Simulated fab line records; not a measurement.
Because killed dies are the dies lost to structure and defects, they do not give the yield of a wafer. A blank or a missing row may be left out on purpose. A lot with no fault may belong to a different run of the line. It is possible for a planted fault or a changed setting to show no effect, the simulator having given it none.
8D (eight disciplines) problem report, filled in by code || flow gf180mcu || the parts of the form that need people (team, actions taken, sign-off) are left out

## 1. PROBLEM STATEMENT
cathode dc power W at GF_M4_SPUTTER_04 reads a mean of 5761.6 W on 1 wafer of 1 lot; wafers without a fault read 6500.0 W with a standard deviation of 1.1. That is -99 or more standard deviations from the usual mean.
The step: material TiN, target thk 50 nm, time 41.7 s.
Seen first at day 26 11:16 on pvd sputter-03, wafer L162.3. At this step, 36 wafers from 12 lots have a number in the record. Rule for "out" (also "out of limits"): further than 4 standard deviations from the usual mean. The rest of the wafers with a number are treated as sound.

## 2. WHAT THIS IS AND IS NOT
{"question": "which readings at this step", "is": "cathode dc power W", "is not": "throttle valve pct"}
{"question": "which lots", "is": "L162", "is not": "L150, L151, L152, L153, L155, L156, L157, L167, L169, L172, L173"}
{"question": "which wafers of those lots", "is": "L162.3", "is not": "L162.2, L162.4"}
{"question": "read on which tools", "is": "pvd sputter-03", "is not": "pvd sputter-01, pvd sputter-04"}
{"question": "when", "is": "from day 26 11:16", "is not": "up to then (23 sound wafers); but 12 sound wafers of L167, L169, L172, L173 came after"}

## 3. THE SUSPECTS, EACH WITH WHAT RULES IT OUT
Counting: if a tool at a process step up to the reading ran every lot that is out, it stays a suspect. Sound lots after the first of them don't rule it out here, since some wafers of a struck lot are sound.
- cmp-01 at GF_V2_CMP_26 (polishes, stops on SiO2, t overpolish 15 s, target thk 0 nm): kept. The lot that is out, L162, ran on it at day 24 11:56; the last sound lot it ran before that was L157, at day 22 14:26.
- pvd sputter-01 at GF_M3_SPUTTER_02 (material AlCu, target thk 450 nm, time 23.9 s): kept. The lot that is out, L162, ran on it at day 24 12:22; the last sound lot it ran before that was L157, at day 22 14:49.
- rie diel-02 at GF_V3_ETCH_16 (etches BARC in N2/H2): kept. The lot that is out, L162, ran on it at day 26 09:44; the last sound lot it ran before that was L156, at day 24 07:56.
- pvd sputter-03 at GF_M4_SPUTTER_04 (material TiN, target thk 50 nm, time 41.7 s): kept. The lot that is out, L162, ran on it at day 26 11:16; the last sound lot it ran before that was L157, at day 24 14:16. Its own readings are out on those wafers: cathode dc power W.
- In cmp-01 at GF_V2_CMP_26, the wafers that are out were processed in chamber 2 and their sound lot-mates in chambers 0, 1.
- In rie diel-02 at GF_V3_ETCH_16, the wafers that are out were processed in chamber 2 and their sound lot-mates in chambers 0, 1.
Left after counting: cmp-01 at GF_V2_CMP_26, pvd sputter-01 at GF_M3_SPUTTER_02, rie diel-02 at GF_V3_ETCH_16, pvd sputter-03 at GF_M4_SPUTTER_04.

## 4. THE CAUSE (what the simulator had put in)
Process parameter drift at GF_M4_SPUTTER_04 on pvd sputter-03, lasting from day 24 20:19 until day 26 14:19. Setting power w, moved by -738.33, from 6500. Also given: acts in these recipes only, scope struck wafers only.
This tool is one of the 4 suspects left after counting.

## 5. THE CHAIN OF EFFECTS, in route order
One row per reading whose mean, taken over the struck wafers that have a number, lies over 3 standard deviations from the usual. Readings are gone through only where the record gives a usual standard deviation; hours: the median, over the lots, of the time from a lot's start at the first step in this table giving one to that lot's start at this step; sigmas: the change measured in usual standard deviations.
{"hours": 0, "step": "GF_M4_SPUTTER_04", "reading": "cathode dc power W", "usual": "6500.0 W", "on struck wafers": 5761.6, "change": -738.4, "sigmas": "-99 or more"}
Process steps it contains:
- GF_M4_SPUTTER_04: material TiN, target thk 50 nm, time 41.7 s.

## 6. HOW IT WOULD HAVE BEEN CAUGHT EARLIER
39 hours passed between the start of the fault at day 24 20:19 and the first reading out of limits in this record, taken at day 26 11:16.
